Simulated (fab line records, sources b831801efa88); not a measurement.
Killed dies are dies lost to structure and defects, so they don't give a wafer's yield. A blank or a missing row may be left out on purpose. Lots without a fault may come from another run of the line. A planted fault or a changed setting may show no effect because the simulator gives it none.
fab line records | flow gf180mcu
record lots=6 wafers=17 last_day=34
route steps=602 shown SAB@277 SALICIDE@278 CONTACT@287 M1@315 PASSIVATION@602
lots that met no fault: from a run of the same line without faults
start_h: hours from the record's first day to the start of the lot's first wafer shown | wait_h: hours since the lot's step before | " the same as in the row above | L1.1+2: a row that stands for several wafers | - no value, or no start given | * or withheld: withheld | < > ~ a bound
route shown NAME@n: a module of which the file shows steps, and the number in the route of the first | usual: mean/standard deviation of fault-free wafers | same: alike in all rows | chamber/n: place in a boat | sites: the reading at each site | _std_site: their standard deviation | _edge_site: outer sites' mean less inner sites' | radius_mm: how far each site lies from the wafer's centre | mask NAME#n: copy n | behind: the tool/chamber that last shaped the wafer | hold: why the lot was held/for how many hours/how that ended | device: the transistor (n, p or np) that didn't switch | end of line: the same wafers' tests at the end of the route | a step without rows: its recipe alone | killed: dies lost to structure and defects at the first sort, not the wafer's yield | map: a wafer's dies, x killed, . not, _ none there
set.NAME: the setting as run; set.NAME@STEP: as run at that earlier step | model.NAME: the simulator's own value behind a step, which no gauge read
lots at some steps of the route; a table a step, a row a wafer
services: from which hour (start_h, from the record's first day; less than 0 if before it) a tool's chamber was out of use, for how many hours, and why
## steps
# step GF_SAB_STRIP_13
# recipe chemistry=O2/N2 power_w=1400 pressure_mtorr=1500 platen_temp_c=250 o2_flow_sccm=3000 n2_flow_sccm=300 overash_fraction=0.5
# usual chamber_pressure_mTorr=1500.1/1.5 drypump_motor_current_A=5.7/0.48 heater_power_w=309/32 oes_product_au=0.710/0.0044 strip_time_to_endpoint_s=12.61/0.033
# columns lot.wafer tool chamber start_h wait_h chamber_pressure_mTorr drypump_motor_current_A heater_power_w oes_product_au rf_hours_counter_h strip_time_to_endpoint_s
L828.1 plasma_asher-02 1 376.12 0.0 1498.8 5.7 263 0.717 27 12.58
L828.5 " 1 " " 1499.5 5.7 260 0.711 - 12.55
L828.6 " 0 " " 1499.6 4.9 311 0.706 - 12.56
L830.1 plasma_asher-01 1 402.10 0.0 1504.1 6.2 308 0.721 75 12.60
L830.2 " 0 " " 1500.8 5.5 322 0.707 75 12.60
L832.3 plasma_asher-02 0 414.59 0.0 1499.9 4.9 315 0.712 - 12.60
L832.4 " 1 " " 1497.9 5.7 262 0.711 - 12.62
L832.5 " 1 " " 1500.6 5.7 265 0.710 - 12.67
L837.1 plasma_asher-02 1 458.81 0.0 1500.0 5.7 259 0.718 37 12.61
L837.2 " 0 " " 1499.6 4.9 308 0.707 37 12.61
L837.4 " 1 " " 1498.9 5.7 266 0.706 - 12.64
L843.1 plasma_asher-02 1 514.65 0.0 1500.8 5.7 255 0.703 43 12.64
L843.2 " 0 " " 1498.9 4.9 325 0.705 43 12.59
L843.4 " 0 " " 1502.9 4.9 314 0.712 - 12.60
L846.1 plasma_asher-02 1 534.37 0.0 1499.9 5.7 262 0.714 45 12.68
L846.2 " 0 " " 1503.5 4.9 317 0.713 45 12.59
L846.5 " 1 " " 1499.5 5.7 261 0.710 - 12.68
# step GF_SALICIDE_CLEAN_00
# recipe chemistry=SC1/SC2 mix=1:4:20 temp_c=70 time_s=150
# step GF_SALICIDE_WET_ETCH_01
# recipe chemistry=dHF target_depth_nm=5 dry=ipa_marangoni target=SiO2 temp_c=25 dilution=100:1 time_s=100
# step GF_SALICIDE_SPUTTER_02
# recipe material=Co target_thk_nm=10 power_w=1000 time_s=20 chamber_pressure_pa=0.4
# step GF_SALICIDE_SPUTTER_03
# recipe material=TiN target_thk_nm=20 power_w=6500 time_s=16.7 chamber_pressure_pa=0.4
# step GF_SALICIDE_RS_MEAS_04
# recipe thk_meas_gauge=four-point-probe reads=TiN_of_SALICIDE_SPUTTER_03+Co_of_SALICIDE_SPUTTER_02
# usual SALICIDE_TIN_RS=16.3/0.38
# columns lot.wafer tool chamber start_h wait_h SALICIDE_TIN_RS[ohm/sq]
L828.1 film_metro-02 - 376.37 0.0 15.8
L828.5 " - " " 16.0
L828.6 " - " " 15.8
L830.1 film_metro-03 - 402.34 0.0 16.3
L830.2 " - " " 16.0
L832.3 film_metro-04 - 414.84 0.1 15.9
L832.4 " - " " 16.6
L832.5 " - " " 16.2
L837.1 film_metro-03 - 459.05 0.0 16.1
L837.2 " - " " 16.7
L837.4 " - " " 16.6
L843.1 film_metro-04 - 514.90 0.0 16.6
L843.2 " - " " 16.9
L843.4 " - " " 16.9
L846.1 film_metro-03 - 534.61 0.0 16.0
L846.2 " - " " 16.3
L846.5 " - " " 15.9
# step GF_SALICIDE_THK_MEAS_05
# recipe thk_meas_gauge=xrf reads=TiN_of_SALICIDE_SPUTTER_03
# usual SALICIDE_TIN_THK=19.8/0.3
# columns lot.wafer tool chamber start_h wait_h SALICIDE_TIN_THK[nm]
L828.1 film_metro-02 - 376.49 0.1 19.8
L828.5 " - " " 19.7
L828.6 " - " " 19.4
L830.1 film_metro-03 - 402.46 0.1 20.2
L830.2 " - " " 20.2
L832.3 film_metro-04 - 414.94 0.1 20.0
L832.4 " - " " 19.7
L832.5 " - " " 19.7
L837.1 film_metro-03 - 459.17 0.1 20.1
L837.2 " - " " 20.0
L837.4 " - " " 20.1
L843.1 film_metro-04 - 515.02 0.1 19.7
L843.2 " - " " 19.4
L843.4 " - " " 19.4
L846.1 film_metro-03 - 534.73 0.1 20.0
L846.2 " - " " 19.7
L846.5 " - " " 20.0
# step GF_SALICIDE_RTA_06
# recipe temp_c=530 time_s=30 ambient=N2
# step GF_SALICIDE_WET_ETCH_07
# recipe chemistry=SPM target_depth_nm=120 dry=n2_spin
# step GF_SALICIDE_RTA_08
# recipe temp_c=800 time_s=30 ambient=N2
# usual lamp_power_pct=19.1/2.6 wafer_temp_C_max=803.4/0.83
# columns lot.wafer tool chamber start_h wait_h lamp_power_pct wafer_temp_C_max
L828.1 rtp_anneal-02 0 376.74 0.0 21.6 802.8
L828.5 " 0 " " 21.6 804.6
L828.6 " 0 " " 21.6 804.4
L830.1 rtp_anneal-02 0 402.71 0.0 21.6 803.4
L830.2 " 0 " " 21.6 804.4
L832.3 rtp_anneal-01 0 415.21 0.0 16.5 802.4
L832.4 " 0 " " 16.5 802.5
L832.5 " 0 " " 16.5 802.9
L837.1 rtp_anneal-02 0 459.52 0.0 21.6 804.1
L837.2 " 0 " " 21.6 803.5
L837.4 " 0 " " 21.6 803.0
L843.1 rtp_anneal-01 0 515.27 0.0 16.5 803.1
L843.2 " 0 " " 16.5 802.8
L843.4 " 0 " " 16.5 802.6
L846.1 rtp_anneal-02 0 534.98 0.0 21.6 803.2
L846.2 " 0 " " 21.6 802.6
L846.5 " 0 " " 21.6 803.8
# step GF_CONTACT_CVD_00
# recipe material=SiO2 target_thk_nm=300 sigma_open_frac=0.3 temp_c=400 time_s=50 sih4_flow_sccm=60 pressure_mtorr=6
# step GF_CONTACT_THK_MEAS_01
# recipe reads=SiO2_of_CONTACT_CVD_00
# usual CONTACT_CVD_00_THK=300/3.3
# columns lot.wafer tool chamber start_h wait_h CONTACT_CVD_00_THK[nm]
L828.1 film_metro-03 - 376.88 0.0 301
L828.5 " - " " 297
L828.6 " - " " 301
L830.1 film_metro-03 - 402.86 0.0 297
L830.2 " - " " 298
L832.3 film_metro-01 - 415.34 0.0 302
L832.4 " - " " 298
L832.5 " - " " 298
L837.1 film_metro-03 - 459.76 0.0 304
L837.2 " - " " 305
L837.4 " - " " 302
L843.1 film_metro-03 - 515.41 0.0 303
L843.2 " - " " 302
L843.4 " - " " 305
L846.1 film_metro-03 - 535.13 0.0 297
L846.2 " - " " 299
L846.5 " - " " 300
# step GF_CONTACT_CVD_02
# recipe material=SiO2 target_thk_nm=860 precursor=TEOS temp_c=400 time_s=95.992 rf_w=600
# usual heater_power_w=653/99
# columns lot.wafer tool chamber start_h wait_h heater_power_w since_wet_clean_h model.SiO2_of_CONTACT_CVD_02.thk_nm
L828.1 pecvd-02 2 376.94 0.1 786 411 844.7
L828.5 " 1 " " 698 - 850.8
L828.6 " 2 " " 651 - 852.9
L830.1 pecvd-02 2 402.92 0.1 794 437 308.9
L830.2 " 0 " " 559 437 873.6
L832.3 pecvd-02 1 415.38 0.0 703 449 295.3
L832.4 " 0 " " 548 - 870.3
L832.5 " 2 " " 650 - 861.3
L837.1 pecvd-04 0 459.82 0.1 759 702 861.4
L837.2 " 2 " " 477 702 864.5
L837.4 " 1 " " 663 - 875.3
L843.1 pecvd-04 2 515.47 0.1 560 757 849.8
L843.2 " 0 " " 775 757 840.6
L843.4 " 2 " " 585 - 872.9
L846.1 pecvd-04 1 535.19 0.1 729 777 845.3
L846.2 " 0 " " 719 777 831.1
L846.5 " 1 " " 568 - 855.5
# step GF_CONTACT_THK_MEAS_03
# recipe reads=SiO2_of_CONTACT_CVD_02
# usual CONTACT_CVD_02_THK=857/13
# columns lot.wafer tool chamber start_h wait_h CONTACT_CVD_02_THK[nm]
L828.1 film_metro-01 - 377.01 0.0 845
L828.5 " - " " 851
L828.6 " - " " 853
L830.1 film_metro-01 - 402.99 0.0 309
L830.2 " - " " 874
L832.3 film_metro-03 - 415.47 0.1 295
L832.4 " - " " 869
L832.5 " - " " 861
L837.1 film_metro-01 - 459.89 0.0 861
L837.2 " - " " 864
L837.4 " - " " 876
L843.1 film_metro-01 - 515.54 0.0 850
L843.2 " - " " 841
L843.4 " - " " 873
L846.1 film_metro-01 - 535.26 0.0 845
L846.2 " - " " 831
L846.5 " - " " 856
# step GF_CONTACT_CMP_04
# recipe material=SiO2 down_force_psi=4 platen_rpm=60 pad_velocity_m_s=0.94248
# usual motor_current_A=12.0/1.2 slurry_filter_dp_kPa=13.51/0.14 time_to_endpoint_s=107/6.3
# columns lot.wafer tool chamber start_h wait_h motor_current_A slurry_filter_dp_kPa time_to_endpoint_s
L828.1 cmp-01 3 377.07 0.1 13.7 13.52 99
L828.5 " 3 " " 13.3 13.66 105
L828.6 " 0 " " 13.1 13.35 102
L830.1 cmp-01 0 403.15 0.1 13.1 13.53 41
L830.2 " 1 " " 9.5 13.29 116
L832.4 cmp-02 1 415.56 0.1 11.7 13.44 116
L832.3 " 2 " " 12.6 13.47 45
L832.5 " 0 " " 11.8 13.55 113
L837.1 cmp-01 1 459.99 0.1 9.8 13.64 109
L837.2 " 2 " " 11.9 13.60 101
L837.4 " 3 " " 12.6 13.38 108
L843.2 cmp-02 0 515.60 0.0 12.5 13.49 101
L843.1 " 1 " " 12.0 13.45 106
L843.4 " 2 " " 13.0 13.46 115
L846.2 cmp-02 1 535.32 0.0 11.7 13.27 98
L846.1 " 0 " " 11.2 13.31 99
L846.5 " 1 " " 11.0 13.45 106
# step GF_CONTACT_BOW_MEAS_05
# recipe mode=bow
# usual CONTACT_BOW=66/6.6
# columns lot.wafer tool chamber start_h wait_h CONTACT_BOW[um]
L828.1 film_metro-02 - 377.37 0.2 62
L828.5 " - " " 63
L828.6 " - " " 72
L830.1 film_metro-03 - 403.35 0.1 56
L830.2 " - " " 66
L832.3 film_metro-02 - 415.85 0.2 59
L832.4 " - " " 63
L832.5 " - " " 69
L837.1 film_metro-03 - 460.29 0.2 64
L837.2 " - " " 79
L837.4 " - " " 62
L843.1 film_metro-03 - 515.90 0.2 60
L843.2 " - " " 74
L843.4 " - " " 74
L846.1 film_metro-03 - 535.62 0.1 69
L846.2 " - " " 70
L846.5 " - " " 61
# step GF_CONTACT_DEHYDRATE_06
# recipe temp_c=200 time_s=60
# step GF_CONTACT_HMDS_07
# recipe prime_time_s=60 prime_temp_c=120
# step GF_CONTACT_COAT_08
# recipe resist=BARC temp_c=withheld time_s=withheld spin_rpm=withheld resist_thk_nm=withheld
# step GF_CONTACT_COAT_09
# recipe resist=KrF spin_rpm=withheld resist_thk_nm=1000
# step GF_CONTACT_SOFTBAKE_10
# recipe temp_c=130 time_s=60 resist=KrF
# step GF_CONTACT_EXPOSE_11
# recipe mask_id=Contact target_cd_nm=220 na=0.68 source_shape=conventional sigma_outer=0.6 dose_mj=38
# step GF_CONTACT_PEB_12
# recipe peb_temp_c=135 peb_time_s=90 resist=KrF
# step GF_CONTACT_DEVELOP_13
# recipe develop_time_s=60 resist=KrF dev_temp_c=21
# step GF_CONTACT_CD_MEAS_14
# recipe target_cd_nm=220
# usual cd_nm=221.0/1.2
# columns lot.wafer tool chamber start_h wait_h cd_nm
L828.1 cd_sem-02 - 401.20 0.1 220.9
L828.5 " - " " 221.2
L828.6 " - " " 220.8
L830.1 cd_sem-02 - 427.05 0.1 223.9
L830.2 " - " " 223.7
L832.3 cd_sem-01 - 439.98 0.1 218.7
L832.4 " - " " 218.3
L832.5 " - " " 218.5
L837.1 cd_sem-02 - 484.04 0.1 221.7
L837.2 " - " " 221.0
L837.4 " - " " 220.9
L843.1 cd_sem-01 - 538.85 0.1 219.9
L843.2 " - " " 219.8
L843.4 " - " " 218.9
L846.1 cd_sem-01 - 557.64 0.1 221.2
L846.2 " - " " 220.2
L846.5 " - " " 222.6
# step GF_CONTACT_OVL_MEAS_15
# usual CONTACT_OVL=-1/5.3
# columns lot.wafer tool chamber start_h wait_h CONTACT_OVL[nm]
L828.1 overlay-01 - 401.32 0.1 0
L828.5 " - " " -3
L828.6 " - " " -5
L830.1 overlay-01 - 427.17 0.1 -1
L830.2 " - " " -2
L832.3 overlay-02 - 440.07 0.1 7
L832.4 " - " " -5
L832.5 " - " " 9
L837.1 overlay-02 - 484.16 0.1 -5
L837.2 " - " " 0
L837.4 " - " " 1
L843.1 overlay-02 - 538.97 0.1 -1
L843.2 " - " " 3
L843.4 " - " " 3
L846.1 overlay-01 - 557.76 0.1 -4
L846.2 " - " " 0
L846.5 " - " " -6
# step GF_CONTACT_ETCH_16
# recipe chemistry=N2/H2 target_depth_a=withheld overetch_a=withheld time_s=withheld target=BARC ion_energy_ev=200 source_w=500 bias_w=100 pressure_mtorr=30 n2_flow_sccm=100 h2_flow_sccm=200
# step GF_CONTACT_ETCH_17
# recipe chemistry=C4F8/O2/Ar mask_material=KrF target=SiO2 stop_on=CoSi2 source_w=1500 bias_w=1200 pressure_mtorr=40 c4f8_flow_sccm=withheld O2_flow_sccm=6 Ar_flow_sccm=300 time_s=withheld target_depth_a=8600
# usual chamber_pressure_mTorr=40.00/0.044 oes_product_au=0.815/0.0044
# columns lot.wafer tool chamber start_h wait_h chamber_pressure_mTorr oes_product_au model.CONTACT.feature_depth_nm model.etch.depth_nm
L828.1 rie_diel-01 1 - - 39.97 0.817 860.1 860.1
L828.5 " 1 " " 39.91 0.815 854.9 854.9
L828.6 " 0 " " 40.04 0.810 857.8 857.8
L830.1 rie_diel-04 1 - - 39.96 0.685 605.6 605.6
L830.2 " 0 " " 39.95 0.813 858.4 858.4
L832.3 rie_diel-03 2 - - 40.04 0.675 596.8 596.8
L832.4 " 0 " " 40.03 0.819 857.3 857.3
L832.5 " 0 " " 40.00 0.808 859.6 859.6
L837.1 rie_diel-03 0 - - 39.99 0.812 863.7 863.7
L837.2 " 3 " " 39.94 0.814 864.9 864.9
L837.4 " 1 " " 39.94 0.813 860.3 860.3
L843.1 rie_diel-04 1 - - 40.19 0.821 861.5 861.5
L843.2 " 3 " " 39.98 0.812 861.3 861.3
L843.4 " 3 " " 40.01 0.817 864.6 864.6
L846.1 rie_diel-04 0 - - 39.97 0.818 856.5 856.5
L846.2 " 2 " " 39.99 0.807 860.2 860.2
L846.5 " 3 " " 40.01 0.807 858.6 858.6
# step GF_CONTACT_STRIP_18
# recipe chemistry=O2/N2 power_w=1400 pressure_mtorr=1500 platen_temp_c=250 o2_flow_sccm=3000 n2_flow_sccm=300 overash_fraction=0.5
# usual chamber_pressure_mTorr=1499.9/1.4 drypump_motor_current_A=5.6/0.47 heater_power_w=315/30 oes_product_au=0.579/0.0048
# columns lot.wafer tool chamber start_h wait_h chamber_pressure_mTorr drypump_motor_current_A heater_power_w oes_product_au rf_hours_counter_h
L828.1 plasma_asher-04 0 401.52 - 1499.5 4.9 386 0.578 78
L828.5 " 0 " " 1499.9 4.9 384 0.580 -
L828.6 " 1 " " 1499.4 5.4 326 0.573 -
L830.1 plasma_asher-01 0 427.37 - 1502.4 5.5 326 0.587 78
L830.2 " 1 " " 1499.5 6.2 317 0.580 78
L832.3 plasma_asher-02 0 440.30 - 1500.3 4.9 319 0.585 -
L832.4 " 1 " " 1499.9 5.7 261 0.584 -
L832.5 " 0 " " 1500.3 4.9 311 0.579 -
L837.1 plasma_asher-04 1 484.36 - 1499.7 5.4 329 0.584 6
L837.2 " 0 " " 1500.7 4.9 381 0.585 6
L837.4 " 1 " " 1501.9 5.5 334 0.571 -
L843.1 plasma_asher-02 1 539.17 - 1500.3 5.7 258 0.583 46
L843.2 " 0 " " 1500.7 4.9 311 0.587 46
L843.4 " 0 " " 1500.3 4.9 310 0.581 -
L846.1 plasma_asher-01 1 557.96 - 1496.5 6.2 320 0.574 91
L846.2 " 0 " " 1498.7 5.5 319 0.582 91
L846.5 " 0 " " 1500.0 5.5 321 0.576 -
# step GF_CONTACT_CLEAN_19
# recipe chemistry=SPM
# step GF_CONTACT_CLEAN_20
# recipe chemistry=DIW
# step GF_CONTACT_CLEAN_21
# recipe chemistry=dHF time_s=20 dilution=100:1 dry=ipa_marangoni
# step GF_CONTACT_SPUTTER_22
# recipe material=Ti target_thk_nm=15 chamber_pressure_pa=5 power_w=2500 substrate_temp_c=200 time_s=80.02
# step GF_CONTACT_SPUTTER_23
# recipe material=TiN target_thk_nm=10 chamber_pressure_pa=5 power_w=4000 time_s=40
# step GF_CONTACT_CVD_24
# recipe material=W target_thk_nm=300 time_s=90.339 temp_c=400 pressure_torr=40
# usual heater_power_w=914/39
# columns lot.wafer tool chamber start_h wait_h heater_power_w since_wet_clean_h
L828.1 cvd_w-01 1 401.92 0.0 877 498
L828.5 " 1 " " 854 -
L828.6 " 1 " " 865 -
L830.1 cvd_w-01 1 427.77 0.0 870 524
L830.2 " 0 " " 947 524
L832.3 cvd_w-02 0 440.69 0.1 905 -
L832.4 " 1 " " 932 -
L832.5 " 0 " " 910 -
L837.1 cvd_w-01 1 484.78 0.0 881 581
L837.2 " 0 " " 945 581
L837.4 " 1 " " 849 -
L843.1 cvd_w-01 1 539.56 0.0 889 636
L843.2 " 1 " " 865 -
L843.4 " 1 " " 878 -
L846.1 cvd_w-02 0 558.37 0.0 902 154
L846.2 " 1 " " 940 154
L846.5 " 1 " " 908 -
# step GF_CONTACT_RS_MEAS_25
# recipe thk_meas_gauge=four-point-probe reads=W_of_CONTACT_CVD_24+TiN_of_CONTACT_SPUTTER_23+Ti_of_CONTACT_SPUTTER_22
# usual CONTACT_W_RS=0.384/0.0053
# columns lot.wafer tool chamber start_h wait_h CONTACT_W_RS[ohm/sq]
L828.1 film_metro-02 - 402.12 0.2 0.384
L828.5 " - " " 0.388
L828.6 " - " " 0.386
L830.1 film_metro-03 - 427.87 0.1 0.390
L830.2 " - " " 0.392
L832.3 film_metro-03 - 440.80 0.1 0.379
L832.4 " - " " 0.386
L832.5 " - " " 0.377
L837.1 film_metro-01 - 484.88 0.1 0.382
L837.2 " - " " 0.388
L837.4 " - " " 0.388
L843.1 film_metro-03 - 539.76 0.2 0.382
L843.2 " - " " 0.380
L843.4 " - " " 0.383
L846.1 film_metro-01 - 558.47 0.1 0.370
L846.2 " - " " 0.384
L846.5 " - " " 0.378
# step GF_CONTACT_THK_MEAS_26
# recipe thk_meas_gauge=xrf reads=W_of_CONTACT_CVD_24
# usual CONTACT_W_THK=301/6.3
# columns lot.wafer tool chamber start_h wait_h CONTACT_W_THK[nm]
L828.1 film_metro-02 - 402.24 0.1 301
L828.5 " - " " 300
L828.6 " - " " 304
L830.1 film_metro-03 - 427.99 0.1 294
L830.2 " - " " 292
L832.3 film_metro-03 - 440.90 0.1 306
L832.4 " - " " 298
L832.5 " - " " 304
L837.1 film_metro-01 - 485.00 0.1 303
L837.2 " - " " 300
L837.4 " - " " 301
L843.1 film_metro-03 - 539.88 0.1 297
L843.2 " - " " 298
L843.4 " - " " 298
L846.1 film_metro-01 - 558.59 0.1 318
L846.2 " - " " 308
L846.5 " - " " 312
# step GF_CONTACT_CMP_27
# recipe stop_on=SiO2 down_force_psi=3.5 platen_rpm=60 t_overpolish_s=15 target_thk_nm=0 pad_velocity_m_s=0.94248
# usual motor_current_A=10.9/1.2 overpolish_run_s=15.001/0.0092 slurry_filter_dp_kPa=13.48/0.14 time_to_endpoint_s=69/3.6
# columns lot.wafer tool chamber start_h wait_h motor_current_A overpolish_run_s slurry_filter_dp_kPa time_to_endpoint_s model.SiO2_of_CONTACT_CVD_02.thk_nm
L828.1 cmp-01 3 402.40 0.1 12.3 14.996 13.52 67 552.3
L828.5 " 1 " " 9.2 14.997 13.64 67 551.4
L828.6 " 2 " " 11.5 15.002 13.46 64 550.3
L830.1 cmp-02 2 428.17 0.2 11.9 15.003 13.26 69 302
L830.2 " 1 " " 11.0 14.999 13.28 65 553.4
L832.4 cmp-02 2 441.04 0.1 12.2 15.005 13.33 72 552.9
L832.3 " 3 " " 10.3 15.011 13.26 75 288.5
L832.5 " 0 " " 11.0 15.003 13.57 70 554.6
L837.1 cmp-01 0 485.11 0.1 11.4 15.006 13.37 65 552.6
L837.4 " 1 " " 8.9 15.009 13.35 70 552
L837.2 " 2 " " 11.0 15.012 13.28 65 552.6
L843.4 cmp-02 3 539.94 0.0 10.1 14.999 13.85 73 552.5
L843.1 " 1 " " 10.7 15.011 13.53 71 552.4
L843.2 " 2 " " 11.4 15.013 13.42 76 552.1
L846.2 cmp-01 1 558.65 0.0 8.8 15.006 13.35 73 553.7
L846.1 " 3 " " 12.6 14.989 13.33 70 552.9
L846.5 " 1 " " 8.8 15.003 13.41 74 552.4
# step GF_M1_SPUTTER_00
# recipe material=Ti target_thk_nm=37.5 arriving_ion_energy_ev=80 substrate_temp_c=200 chamber_pressure_pa=2 power_w=4000 time_s=150
# usual throttle_valve_pct=30.4/1
# columns lot.wafer tool chamber start_h wait_h throttle_valve_pct
L828.1 pvd_sputter-02 - 402.60 0.1 29.9
L828.5 " - " " 30.9
L828.6 " - " " 30.9
L830.1 pvd_sputter-01 - 428.47 0.2 30.3
L830.2 " - " " 31.3
L832.3 pvd_sputter-02 - 441.24 0.1 30.5
L832.4 " - " " 30.9
L832.5 " - " " 30.9
L837.1 pvd_sputter-03 - 485.36 0.2 30.3
L837.2 " - " " 28.2
L837.4 " - " " 29.4
L843.1 pvd_sputter-03 - 540.24 0.1 29.9
L843.2 " - " " 29.2
L843.4 " - " " 28.1
L846.1 pvd_sputter-01 - 558.95 0.1 31.3
L846.2 " - " " 32.0
L846.5 " - " " 31.2
# step GF_PASSIVATION_PROBE_99
# columns lot.wafer tool chamber start_h wait_h model.etest.contact_poly.rc_ohm model.etest.contact_pplus.rc_ohm model.etest.contact_nplus.rc_ohm
L828.1 prober-01 - 706.09 0.1 5.752 5.137 5.085
L828.5 prober-01 - 706.29 0.2 5.625 5.146 5.136
L828.6 prober-01 - 706.34 0.2 5.719 5.101 5.096
L830.1 prober-02 - 726.15 0.1 4.911 4.279 4.184
L830.2 prober-02 - 726.20 0.1 5.708 4.806 4.936
L832.3 prober-02 - 733.90 0.2 5.136 4.343 4.327
L832.4 prober-02 - 733.95 0.2 6.203 5.336 5.234
L832.5 prober-02 - 734.00 0.2 5.854 5.309 5.375
L837.1 prober-01 - 765.33 0.1 5.933 5.181 5.229
L837.2 prober-01 - 765.38 0.1 5.927 5.257 5.397
L837.4 prober-01 - 765.48 0.2 5.728 5.294 5.126
L843.1 prober-01 - 802.15 0.1 6.038 5.353 5.298
L843.2 prober-01 - 802.20 0.1 6.042 5.237 5.359
L843.4 prober-01 - 802.30 0.2 6.003 5.228 5.302
L846.1 prober-01 - 818.28 0.1 5.93 5.095 5.266
L846.2 prober-01 - 818.33 0.1 6.147 5.315 5.181
L846.5 prober-01 - 818.48 0.2 5.881 5.099 4.873
# killed by level:class
L828.1 CONTACT:geometric_particle:open=6 V3:geometric_particle:open=6 V3:geometric_particle:short=5 V2:geometric_particle:open=5 V1:geometric_particle:open=4 STI:geometric_particle:open=2 CONTACT:geometric_particle:short=2 M1:geometric_particle:short=2
L828.5 V4:geometric_particle:open=5 CONTACT:geometric_particle:open=4 V2:geometric_particle:short=4 V2:geometric_particle:open=4 V5:geometric_particle:open=4 V1:geometric_particle:open=3 CONTACT:geometric_particle:short=2 M2:geometric_particle:open=2
L828.6 V2:geometric_particle:open=6 V4:geometric_particle:open=5 CONTACT:geometric_particle:open=4 V1:geometric_particle:open=4 M2:geometric_particle:short=4 V5:geometric_particle:open=3 V3:geometric_particle:open=3 M4:geometric_particle:short=3
L837.1 STI:geometric_particle:short=5 V1:geometric_particle:open=5 V3:geometric_particle:short=4 M1:geometric_particle:short=3 M2:geometric_particle:short=3 CONTACT:geometric_particle:open=2 CONTACT:geometric_particle:short=2 V2:geometric_particle:short=2
L837.2 CONTACT:geometric_particle:short=5 V2:geometric_particle:open=5 V4:geometric_particle:open=5 V1:geometric_particle:open=4 CONTACT:geometric_particle:open=3 M2:geometric_particle:short=3 V2:geometric_particle:short=3 V3:geometric_particle:short=3
L837.4 V2:geometric_particle:short=4 STI:geometric_particle:short=3 V3:geometric_particle:open=3 V5:geometric_particle:short=3 V1:geometric_particle:open=3 V2:geometric_particle:open=3 V4:geometric_particle:open=3 SAB:geometric_particle:short=2
L843.1 CONTACT:geometric_particle:open=7 V2:geometric_particle:open=5 V5:geometric_particle:open=5 STI:geometric_particle:short=4 CONTACT:geometric_particle:short=3 V1:geometric_particle:open=3 V5:geometric_particle:short=3 M4:geometric_particle:short=3
L843.2 V5:geometric_particle:open=6 CONTACT:geometric_particle:short=4 M1:geometric_particle:short=4 V2:geometric_particle:open=4 V3:geometric_particle:open=3 V1:geometric_particle:short=3 V2:geometric_particle:short=3 V3:geometric_particle:short=3
L843.4 V3:geometric_particle:open=5 V4:geometric_particle:open=5 STI:geometric_particle:short=4 CONTACT:geometric_particle:open=4 V1:geometric_particle:open=3 V4:geometric_particle:short=3 STI:geometric_particle:open=2 M1:geometric_particle:short=2
L846.1 V2:geometric_particle:short=6 V3:geometric_particle:open=5 M1:geometric_particle:short=4 V2:geometric_particle:open=4 STI:geometric_particle:open=3 CONTACT:geometric_particle:open=3 V1:geometric_particle:open=2 V4:geometric_particle:open=2
L846.2 STI:geometric_particle:open=5 M5:geometric_particle:short=4 V5:geometric_particle:open=4 STI:geometric_particle:short=3 V1:geometric_particle:short=3 V2:geometric_particle:open=3 V3:geometric_particle:open=3 POLY_GATE:geometric_particle:open=2
L846.5 V3:geometric_particle:open=8 V4:geometric_particle:open=5 STI:geometric_particle:short=4 CONTACT:geometric_particle:open=4 V1:geometric_particle:short=4 V1:geometric_particle:open=4 V2:geometric_particle:open=4 M1:geometric_particle:short=2
## services
# columns tool chamber start_h hours kind
rie_diel-04 0 356.96 2.8 repair
cmp-02 - 357.12 1.3 repair
rie_diel-04 1 361.96 4.0 repair
cvd_w-01 0 366.93 6.9 repair
rie_diel-04 1 374.28 2.4 repair
cmp-02 - 383.20 4.5 repair
cvd_w-01 0 389.55 35.1 repair
cmp-01 - 393.51 0.3 repair
cmp-01 - 404.00 4.0 pm
cmp-02 - 416.48 6.3 pm
cmp-01 - 438.59 3.9 repair
cmp-01 - 444.92 5.4 pm
pecvd-02 1 465.34 4.7 repair
rie_diel-04 3 473.84 3.8 repair
pecvd-04 - 487.46 5.5 pm
rie_diel-04 1 492.04 6.7 repair
pecvd-04 1 503.96 6.0 repair
plasma_asher-02 - 511.76 2.8 pm
pecvd-04 2 516.62 6.1 repair
pecvd-04 - 533.21 1.2 repair
pecvd-04 - 535.52 1.1 repair
cvd_w-01 0 537.58 3.7 repair
cmp-01 - 549.23 1.3 repair
pecvd-04 - 552.65 2.8 pm
## key
first_sign step=GF_CONTACT_THK_MEAS_03 reading=CONTACT_CVD_02_THK direction=down sigmas=41 usual=857 struck=302
effect step=GF_CONTACT_CMP_04 reading=time_to_endpoint_s direction=down sigmas=10 usual=* struck=*
effect step=GF_CONTACT_ETCH_17 reading=oes_product_au direction=down sigmas=30 usual=0.815 struck=0.680
model_effect step=GF_CONTACT_CVD_02 value=SiO2_of_CONTACT_CVD_02.thk_nm without=847.5 struck=302.1
model_effect step=GF_CONTACT_ETCH_17 value=CONTACT.feature_depth_nm without=857.6 struck=601.2
model_effect step=GF_CONTACT_CMP_27 value=SiO2_of_CONTACT_CVD_02.thk_nm without=551.7 struck=295.3
model_effect step=GF_PASSIVATION_PROBE_99 value=etest.contact_poly.rc_ohm without=5.925 struck=5.023
met_at GF_CONTACT_CVD_02
struck_wafers L830.1,L832.3
sort_left_out L830.1,L832.3
tester_left_out L830,L832
onset_between 376.94 402.92
fault kind=process_parameter_drift tool=pecvd-02 chamber=- onset_h=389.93 steps=GF_CONTACT_CVD_02 channel=target_thk_nm offset=-549.62 shape=step end_h=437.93 scope=struck_wafers_only acts_in=these_recipes_only stated=860
# tester_left_out: of these lots the tester's yield and bins aren't shown, on N5 and GAA mostly nor the transistor test; their killed dies are dies lost to structure and defects alone, not to doping, threshold or leakage, so they don't give the yield
# sort_left_out: the simulated sort isn't trusted on such a fault, so these wafers' sort isn't shown, and their yield isn't known
